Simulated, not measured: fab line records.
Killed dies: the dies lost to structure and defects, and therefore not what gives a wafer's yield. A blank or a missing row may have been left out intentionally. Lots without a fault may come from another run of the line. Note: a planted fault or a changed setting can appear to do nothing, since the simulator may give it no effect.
Which tool did it? | flow gf180mcu | 36 wafers from 12 lots sampled at 5 of the route's 602 steps

== WHAT EACH GAUGE READ, for each wafer ==
GF_STI_THK_MEAS_30. Usual: STI_OXIDATION_02_THK 9.95 nm, standard deviation 0.19.
lot  | measured    | on            | STI_OXIDATION_02_THK (nm) | flag
L393 | day 2 12:14 | film-metro-04 | 9.76 9.88 9.98            |
L394 | day 2 15:51 | film-metro-02 | 9.70 9.58 9.67            |
L395 | day 2 21:11 | film-metro-03 | 9.91 9.75 9.94            |
L397 | day 3 07:27 | film-metro-03 | 10.00 9.84 9.95           |
L398 | day 3 12:46 | film-metro-03 | 10.06 9.92 9.75           |
L399 | day 3 17:31 | film-metro-02 | 10.03 9.89 9.88           |
L401 | day 4 04:12 | film-metro-03 | 10.01 10.07 10.19         |
L402 | day 4 08:45 | film-metro-03 | 9.97 9.99 9.87            |
L404 | day 4 21:03 | film-metro-02 | 10.02 10.05 10.10         |
L406 | day 5 06:56 | film-metro-04 | 10.08 10.08 9.95          |
L407 | day 5 12:08 | film-metro-03 | 10.09 9.99 10.20          |
L408 | day 5 16:16 | film-metro-03 | 9.77 9.99 9.88            |

GF_HV_LDD_THK_MEAS_57. Usual: HV_LDD_CVD_56_THK 90.2 nm, standard deviation 0.93.
lot  | measured     | on            | HV_LDD_CVD_56_THK (nm)        | flag
L393 | day 13 04:46 | film-metro-04 | 89.2 88.9 89.2                |
L394 | day 13 07:38 | film-metro-04 | 89.5 89.5 88.8                |
L395 | day 13 17:57 | film-metro-04 | 91.5 91.8 90.8                |
L397 | day 14 08:40 | film-metro-01 | 89.8 91.6 90.2                |
L398 | day 14 13:43 | film-metro-03 | 90.9 90.9 91.4                |
L399 | day 14 18:29 | film-metro-03 | 88.9 88.6 89.1                |
L401 | day 15 15:23 | film-metro-01 | 91.0 90.7 92.6                |
L402 | day 15 19:14 | film-metro-03 | 90.9 91.0 90.8                |
L404 | day 16 12:02 | film-metro-04 | 89.3 90.6 89.8                |
L406 | day 17 05:02 | film-metro-01 | 96.5 97.3 97.1 96.5 97.4 97.2 | OFF
L407 | day 17 11:26 | film-metro-03 | 96.5 95.6 96.0 96.5 95.7 96.0 | OFF
L408 | day 17 19:02 | film-metro-01 | 96.6 96.6 96.0 96.6 96.7 95.9 | OFF

GF_V1_BOW_MEAS_05. Usual: V1_BOW 81 um, standard deviation 7.9.
lot  | measured     | on            | V1_BOW (um) | flag
L393 | day 17 22:50 | film-metro-04 | 76 92 80    |
L394 | day 18 02:22 | film-metro-04 | 89 74 78    |
L395 | day 18 14:43 | film-metro-03 | 86 84 80    |
L397 | day 19 06:50 | film-metro-04 | 87 97 82    |
L398 | day 19 13:12 | film-metro-02 | 85 83 79    |
L399 | day 19 18:31 | film-metro-03 | 72 72 83    |
L401 | day 20 17:54 | film-metro-03 | 85 100 68   |
L402 | day 20 22:56 | film-metro-02 | 82 82 77    |
L404 | day 21 15:47 | film-metro-03 | 86 76 84    |
L406 | day 22 11:19 | film-metro-03 | 86 91 66    |
L407 | day 22 15:10 | film-metro-02 | 89 82 77    |
L408 | day 23 00:46 | film-metro-02 | 79 79 67    |

== EACH LOT AND THE TOOL THAT RAN IT (in order: tool; ch and the chambers of the sampled wafers; start) ==
lot  | GF_HV_LDD_CVD_56            | GF_HV_LDD_ETCHBACK_58
L393 | lpcvd-01 ch 1, day 13 03:21 | rie-diel-01 ch 0,1,3, day 13 04:50
L394 | lpcvd-02 ch 1, day 13 06:13 | rie-diel-04 ch 0,1, day 13 07:42
L395 | lpcvd-01 ch 1, day 13 16:31 | rie-diel-03 ch 0,1,2, day 13 18:00
L397 | lpcvd-01 ch 1, day 14 07:13 | rie-diel-01 ch 2,3, day 14 08:42
L398 | lpcvd-02 ch 1, day 14 11:34 | rie-diel-03 ch 1,3, day 14 13:46
L399 | lpcvd-01 ch 1, day 14 17:03 | rie-diel-01 ch 0,2,3, day 14 18:32
L401 | lpcvd-02 ch 0, day 15 13:58 | rie-diel-01 ch 1,2,3, day 15 15:27
L402 | lpcvd-01 ch 1, day 15 17:48 | rie-diel-04 ch 0,2,3, day 15 19:17
L404 | lpcvd-02 ch 0, day 16 10:36 | rie-diel-01 ch 0,3, day 16 12:05
L406 | lpcvd-02 ch 1, day 17 03:35 | rie-diel-03 ch 1,2, day 17 08:02
L407 | lpcvd-02 ch 0, day 17 09:59 | rie-diel-04 ch 0,2,3, day 17 18:10
L408 | lpcvd-02 ch 0, day 17 17:37 | rie-diel-01 ch 0,2,3, day 17 23:52
- GF_HV_LDD_CVD_56: deposits Si3N4 from DCS/NH3, target thk 90 nm, time 1543 s.
- GF_HV_LDD_ETCHBACK_58: etches Si3N4 in CH3F/O2, stops on SiO2, time 100 s, target depth 90 nm.

== AS READ BY THE TOOLS THEMSELVES (means over the sampled wafers that have a number; for cases with no such wafer, the mark the record gives instead) ==
GF_HV_LDD_ETCHBACK_58. Usual: chamber-pressure-mTorr 24.998 mTorr, standard deviation 0.02; drypump-motor-current-A 5.5 A, standard deviation 0.47; oes-product-au 0.844 a.u., standard deviation 0.0062; rf-fwd-power-W 397.8 W, standard deviation 1.4; throttle-valve-pct 10.562 %, standard deviation 0.0082.
lot  | tool        | chamber-pressure-mTorr (mTorr) | drypump-motor-current-A (A) | oes-product-au (a.u.) | rf-fwd-power-W (W) | throttle-valve-pct (%) | flag
L393 | rie-diel-01 | 25.010                         | 5.6                         | 0.840                 | 396.3              | 10.563                 |
L394 | rie-diel-04 | 25.000                         | 5.1                         | 0.840                 | 397.5              | 10.560                 |
L395 | rie-diel-03 | 24.986                         | 5.8                         | 0.849                 | 397.6              | 10.563                 |
L397 | rie-diel-01 | 24.999                         | 5.2                         | 0.846                 | 398.3              | 10.564                 |
L398 | rie-diel-03 | 24.988                         | 5.4                         | 0.848                 | 398.4              | 10.555                 |
L399 | rie-diel-01 | 24.994                         | 5.3                         | 0.841                 | 396.7              | 10.561                 |
L401 | rie-diel-01 | 25.008                         | 5.4                         | 0.849                 | 397.2              | 10.565                 |
L402 | rie-diel-04 | 24.993                         | 5.4                         | 0.844                 | 398.0              | 10.572                 |
L404 | rie-diel-01 | 24.999                         | 5.4                         | 0.843                 | 395.7              | 10.559                 |
L406 | rie-diel-03 | 24.985                         | 6.1                         | 0.877                 | 398.1              | 10.566                 | OFF
L407 | rie-diel-04 | 24.995                         | 5.4                         | 0.878                 | 399.5              | 10.559                 | OFF
L408 | rie-diel-01 | 25.007                         | 5.3                         | 0.879                 | 396.2              | 10.566                 | OFF

== THE ANSWER, worked out from the rows above alone ==
Rule: lot off if the mean of its wafers having a number is beyond 3 standard deviations from the usual mean. Also off: a lot with no number at a reading for which 4 or more lots have one. All remaining lots with rows at the step are treated as sound. Order of review: gauges by route order, followed by the tools' own readings, for which a lot's mean as printed above is used. The first step at which some lot is off is used, and at that step the reading that is off furthest; a lot without a number counts as furthest.
Off: L406, L407, L408, at GF_HV_LDD_THK_MEAS_57 (HV_LDD_CVD_56_THK).
A tool fits if, at a process step before that reading, it ran every lot that is off, and no sound lot after the first of them. Not tried: the gauges at GF_HV_LDD_THK_MEAS_57; whatever is off there is also off at GF_HV_LDD_ETCHBACK_58, on other tools, and gauge error can't account for it. One candidate fits, namely lpcvd-02 at GF_HV_LDD_CVD_56. A fault onset in the window from L404 (day 16 10:36, its last sound lot) to L406 (day 17 03:35, its first lot off) fits.

== WHAT THE SIMULATOR PUT IN ==
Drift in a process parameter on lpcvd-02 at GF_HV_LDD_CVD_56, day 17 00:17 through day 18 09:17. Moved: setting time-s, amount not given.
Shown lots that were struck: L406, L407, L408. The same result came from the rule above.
